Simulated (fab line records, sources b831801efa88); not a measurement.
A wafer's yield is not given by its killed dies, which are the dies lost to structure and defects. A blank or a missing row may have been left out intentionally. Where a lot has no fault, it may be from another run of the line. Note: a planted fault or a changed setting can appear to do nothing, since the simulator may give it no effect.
Which of the tools did it?	flow sky130	at 1 step of a route of 708, 11 lots with 33 wafers sampled

== WHAT THE GAUGES SHOWED, per wafer ==
SKY_METAL1_THK_MEAS_06: measures by xrf.
lot	measured	on	METAL1_ALCU_THK (nm)
L770	day 32 20:25	film metro-03	244 246 246
L773	day 34 01:10	film metro-04	252 253 250
L774	day 34 07:36	film metro-04	249 246 243
L775	day 34 15:12	film metro-02	247 247 253
L777	day 35 07:19	film metro-02	247 244 247
L781	day 36 04:47	film metro-03	246 246 245
L783	day 37 01:53	film metro-04	250 244 251
L784	day 37 02:46	film metro-04	248 255 252
L788	day 38 11:31	film metro-03	245 249 248
L789	day 39 00:55	film metro-02	244 253 244
L790	day 39 05:47	film metro-02	254 252 251

== WHAT TOOL EACH LOT RAN ON (gives the tool, then ch and the chambers of the sampled wafers, and finally the start) ==
The record shows no process step preceding these readings.

== AS READ BY THE TOOLS THEMSELVES (means over the sampled wafers that have a number; for cases with no such wafer, the mark the record gives instead) ==
The record holds no such reading with a usual standard deviation.

== THE ANSWER, worked out from the rows above alone ==
Rule: usual is defined by the lots themselves. The widest of any qualifying gaps counts: lots, ordered by their means at a reading, are off when they make up no more than a third of the lots, leave a main group of 4 or more, and stand apart from it by 3 or more times the standard deviation of that group's means. If all means in a main group match to the digits the tables above print for the reading, that group is not used. A lot without any number at a reading at which 4 lots or more have one is off too. All remaining lots with rows at the step are treated as sound. Order of review: gauges by route order, followed by the tools' own readings, for which a lot's mean as printed above is used. The first step at which some lot is off is used, and at that step the reading that is off furthest; a lot without a number counts as furthest.
Nothing can be told from this: no lot is off at any reading shown.

== WHAT THE SIMULATOR HAD INSERTED ==
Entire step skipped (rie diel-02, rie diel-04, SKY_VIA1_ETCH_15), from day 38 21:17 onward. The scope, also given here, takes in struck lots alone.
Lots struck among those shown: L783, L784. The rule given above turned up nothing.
